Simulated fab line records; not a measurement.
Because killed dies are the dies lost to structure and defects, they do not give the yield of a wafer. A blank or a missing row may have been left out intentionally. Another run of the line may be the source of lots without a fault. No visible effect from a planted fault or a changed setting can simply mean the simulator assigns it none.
Chamber matching    flow sky130    3 sister chambers for SKY_CONTACT_CVD_00 on pecvd-04
The step deposits Si3N4, target thk 75 nm. 22 wafers are shown with their chamber, then 11 later ones without.

## WAFERS, EACH WITH ITS CHAMBER
wafer   chamber  heater power w (W)
L074.1  0        645
L074.3  1        720
L074.5  2        746
L076.1  1        634
L076.2  2        872
L076.3  0        612
L076.4  2        884
L076.5  1        614
L076.6  0        632
L078.1  2        832
L078.2  0        642
L078.3  1        727
L083.1  0        625
L083.2  2        745
L083.4  0        633
L086.1  2        857
L086.2  0        652
L086.4  0        674
L086.3  2        844
L086.5  2        839
L086.6  0        701
L089.2  0        674

SIGNATURES (means of the wafers above)
reading         chamber 0  chamber 1  chamber 2  scatter within a chamber
heater power w  649.00     673.75     827.38     43.9
Rule: a wafer lies at a distance from a chamber equal to the root of the sum of squares, over the readings, of (its reading less the chamber's mean, divided by the reading's scatter). If the next closest chamber is less than 2 further off than the closest, the wafer can't be placed; otherwise it belongs to the closest. The scatter: the root of (the sum of the squares of (reading less its chamber's mean) over the shown wafers, divided by (wafers less chambers)).

## WAFERS WITHOUT THEIR CHAMBER
wafer   heater power w (W)
L089.4  687
L089.5  671
L091.1  729
L091.2  761
L091.4  711
L093.3  673
L093.4  685
L093.5  830
L097.2  787
L097.3  892
L097.6  857

## THE CHAMBER EACH PASSED THROUGH
wafer   from the rows above           in truth
L089.4  can't be placed: 1 or 0       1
L089.5  can't be placed: 1 or 0       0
L091.1  can't be placed: 1 or 0 or 2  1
L091.2  can't be placed: 2 or 1 or 0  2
L091.4  can't be placed: 1 or 0 or 2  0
L093.3  can't be placed: 1 or 0       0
L093.4  can't be placed: 1 or 0       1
L093.5  2                             2
L097.2  can't be placed: 2 or 1       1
L097.3  2                             2
L097.6  2                             2
Placed correctly: 3 of 11. Not placeable from these rows: 8 (in 8, the candidates include the true chamber). Placed wrongly: 0.
